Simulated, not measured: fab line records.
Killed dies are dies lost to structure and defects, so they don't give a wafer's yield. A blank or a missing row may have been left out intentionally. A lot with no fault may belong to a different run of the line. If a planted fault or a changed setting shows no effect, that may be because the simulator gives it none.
A struck lot beside a sound one / flow sfqLine / 24 out of 325 route steps
Sound: the wafers L479.3, L479.4, L479.5. Wafers struck: L486.1, L486.2, L486.3. The cause is given at the end.
Per side, at each step with rows, come the tool, then ch with its chambers, and then its first start. Under that, the readings that differ: sound wafers / struck wafers / difference of the means / sigmas: that difference in standard deviations of wafers without a fault.
alike: words and numbers the same on both sides, and readings whose means are apart by under 2 such deviations; not compared: readings that were withheld, readings missing a value for some wafer, numbers with overlapping values and no deviation given by the record, and bounds like >300 which may hide the same value.
The two part at a step that has a row with sigmas, a row that says differs or no value, or rows on one side only. Numbers that have no deviation but don't overlap get no sigmas and don't part them. Lack of a reading on every wafer of one side parts them only where that side has two or more wafers.

first, 6 steps without rows for these wafers: SFQ_TRILAYER_I0_VIA_LITHO_COAT_036 (resist thk 62 nm); SFQ_TRILAYER_I0_VIA_LITHO_COAT_031 (resist thk 650 nm); SFQ_TRILAYER_I0_VIA_LITHO_SOFTBAKE_035; SFQ_TRILAYER_I0_VIA_LITHO_EXPOSE_032 (exposes mask I0, target cd 500 nm); SFQ_TRILAYER_I0_VIA_LITHO_PEB_034 (peb time 60 s); SFQ_TRILAYER_I0_VIA_LITHO_DEVELOP_033 (time 60 s).
SFQ_I0_OVL_MEAS_908:
  sound on overlay-02 at day 9 14:32; struck on overlay-01 at day 12 09:06
  alike: I0_OVL
SFQ_TRILAYER_I0_VIA_BARC_OPEN_VIA_ETCH_046: etches BARC in O2, target depth 125 nm, time 41.7 s.
  sound on rieDiel-04 ch 1,3, day 9 14:34; struck on rieDiel-04 ch 1,2,3, day 12 09:08
  alike: biasW, drypumpMotorCurrentA, oesProductAu
  not compared: rfHoursCounterH
SFQ_TRILAYER_I0_VIA_ETCH_VIA_ETCH_034: etches SiO2 in CHF3, stops on Nb, target depth 260 nm.
  sound on rieDiel-04 ch 1,3, day 9 14:36; struck on rieDiel-04 ch 1,2,3, day 12 09:10
  alike: biasW, drypumpMotorCurrentA, oesProductAu
SFQ_TRILAYER_I0_VIA_STRIP_STRIP_035: strips in O2.
  sound on rieMetal-03 ch 0,1, day 9 14:55; struck on rieMetal-02 ch 0,1, day 12 09:17
  alike: drypumpMotorCurrentA, oesProductAu
  not compared: rfHoursCounterH
then, 2 steps without rows for these wafers: SFQ_TRILAYER_I0_VIA_STRIP_SOLV_CLEAN_036 (cleans in NMP, time 600 s); SFQ_TRILAYER_M1_DEP_PRE_CLEAN_038 (time 22.5 s).
SFQ_TRILAYER_M1_DEP_SPUTTER_037: material Nb, target thk 200 nm, time 133.3 s.
  sound on pvdSputter-03 at day 9 15:31; struck on pvdSputter-05 at day 12 10:21
  alike: basePressurePa, cathodeDcPowerW, throttleValvePct
SFQ_M1_RS_MEAS_909: uses a four-point probe to measure.
  sound on filmMetro-01 at day 9 15:39; struck on filmMetro-04 at day 12 10:26
reading=M1_NB_RS (ohm/sq); sound=0.896 0.904 0.888; struck=0.445 0.438 0.441; difference=-0.455; sigmas=-41
then, 6 steps without rows for these wafers: SFQ_TRILAYER_M1_LITHO_COAT_044 (resist thk 62 nm); SFQ_TRILAYER_M1_LITHO_COAT_039 (resist thk 600 nm); SFQ_TRILAYER_M1_LITHO_SOFTBAKE_043; SFQ_TRILAYER_M1_LITHO_EXPOSE_040 (exposes mask M1, target cd 500 nm); SFQ_TRILAYER_M1_LITHO_PEB_042 (peb time 60 s); SFQ_TRILAYER_M1_LITHO_DEVELOP_041 (time 60 s).
-- the record jumps here: 5 days lie between the struck wafers' starts before and after --
SFQ_M1_OVL_MEAS_911:
  sound on overlay-02 at day 14 11:47; struck on overlay-01 at day 17 19:23
reading=M1_OVL (nm); sound=-8 -9 -8; struck=3 7 1; difference=+12; sigmas=+2
SFQ_TRILAYER_M1_BARC_OPEN_METAL_ETCH_054: etches BARC in O2, target depth 125 nm, time 41.7 s.
  sound on rieMetal-01 ch 0,1, day 14 11:49; struck on rieMetal-03 ch 0,1, day 17 19:25
  alike: biasW, drypumpMotorCurrentA, oesProductAu
  not compared: rfHoursCounterH
SFQ_TRILAYER_M1_ETCH_METAL_ETCH_042: etches Nb in Cl2/Ar, stops on SiO2, target depth 240 nm, time 120 s.
  sound on rieMetal-01 ch 0,1, day 14 11:54; struck on rieMetal-03 ch 0,1, day 17 19:29
reading=oesProductAu (a.u.); sound=0.896 0.888 0.894; struck=1.010 1.003 1.009; difference=+0.115; sigmas=+15
reading=model.etch.depthNm (nm); sound=199 197 200.2; struck=245.7 243.5 241.8; difference=+44.9; sigmas=
reading=model.M1.featureDepthNm (nm); sound=199 197 200.2; struck=245.7 243.5 241.8; difference=+44.9; sigmas=
  alike: biasW, drypumpMotorCurrentA
  not compared: rfHoursCounterH
SFQ_TRILAYER_M1_STRIP_STRIP_043: strips in O2.
  sound on rieMetal-01 ch 0,1, day 14 12:11; struck on rieMetal-03 ch 0,1, day 17 19:37
  alike: drypumpMotorCurrentA, oesProductAu
  not compared: rfHoursCounterH

## WHERE THEY PART
Earliest at SFQ_M1_RS_MEAS_909; latest, in this record, at SFQ_TRILAYER_M1_ETCH_METAL_ETCH_042. Later steps at which nothing parts them and some readings are alike: SFQ_TRILAYER_M1_STRIP_STRIP_043.

WHY: the cause the simulator had injected
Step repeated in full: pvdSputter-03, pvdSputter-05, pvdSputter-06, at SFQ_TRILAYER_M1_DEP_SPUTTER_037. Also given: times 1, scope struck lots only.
